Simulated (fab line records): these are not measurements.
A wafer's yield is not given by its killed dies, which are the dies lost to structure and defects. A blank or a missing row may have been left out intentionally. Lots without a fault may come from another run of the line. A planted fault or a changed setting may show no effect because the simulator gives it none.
The tool behind it: which one?    flow gf180mcu    Sampling: 6 lots, 18 wafers, 4 of 602 route steps

## WHAT THE GAUGES READ, wafer by wafer
GF_V2_CD_MEAS_14: the cd target is 260 nm.
lot   measured      on         cd-nm (nm)
L181  day 20 18:36  cd-sem-01  263.7 262.8 262.8
L187  day 23 01:33  cd-sem-01  260.4 260.4 261.4
L192  day 25 04:10  cd-sem-02  259.1 259.7 258.4
L194  day 25 15:27  cd-sem-01  256.0 257.5 257.7
L198  day 26 21:46  cd-sem-01  261.8 259.0 260.0

## TOOL THAT RAN EACH LOT (tool first, then ch and the chambers of the sampled wafers, then the start)
lot   GF_SAB_STRIP_13                       GF_M2_METAL_ETCH_16                GF_M2_STRIP_17
L181  plasma-asher-03 ch 0,1, day 15 14:07  rie-metal-02 ch 0,1, day 19 17:30  plasma-asher-04 ch 0,1, day 19 17:38
L185  plasma-asher-03 ch 0,1, day 17 05:16  -                                  -
L187  plasma-asher-04 ch 0,1, day 17 19:31  rie-metal-01 ch 0,1, day 22 00:39  plasma-asher-03 ch 0,1, day 22 00:47
L192  plasma-asher-03 ch 0,1, day 20 01:19  rie-metal-02 ch 0,1, day 24 04:54  plasma-asher-04 ch 0,1, day 24 05:02
L194  plasma-asher-04 ch 0,1, day 20 11:21  rie-metal-02 ch 0,1, day 24 15:37  plasma-asher-04 ch 0,1, day 24 15:44
L198  plasma-asher-03 ch 0,1, day 21 21:21  rie-metal-01 ch 0, day 25 23:09    plasma-asher-02 ch 0, day 25 23:17
- GF_SAB_STRIP_13: strips in O2/N2.
- GF_M2_METAL_ETCH_16: etches the open film in Cl2/BCl3, stops on SiO2, target depth 750.8 nm, time 125.1 s.
- GF_M2_STRIP_17: strips in O2/N2.

## THE ANSWER, worked out from the rows above alone
Rule: the lots themselves supply what counts as usual. Put in order of their means at a reading, lots are off if they are a third of the lots or fewer, leave a main group of 4 or more, and stand apart from it by a gap of 3 or more times the standard deviation of the main group's means; of several such gaps the widest counts. If all means in a main group match to the digits the tables above print for the reading, that group is not used. Also off: a lot with no number at a reading for which 4 or more lots have one. Any other lot the step has rows for is counted as sound.
Nothing can be told from this: no lot is off at any reading shown.

## WHAT HAD BEEN PUT IN BY THE SIMULATOR
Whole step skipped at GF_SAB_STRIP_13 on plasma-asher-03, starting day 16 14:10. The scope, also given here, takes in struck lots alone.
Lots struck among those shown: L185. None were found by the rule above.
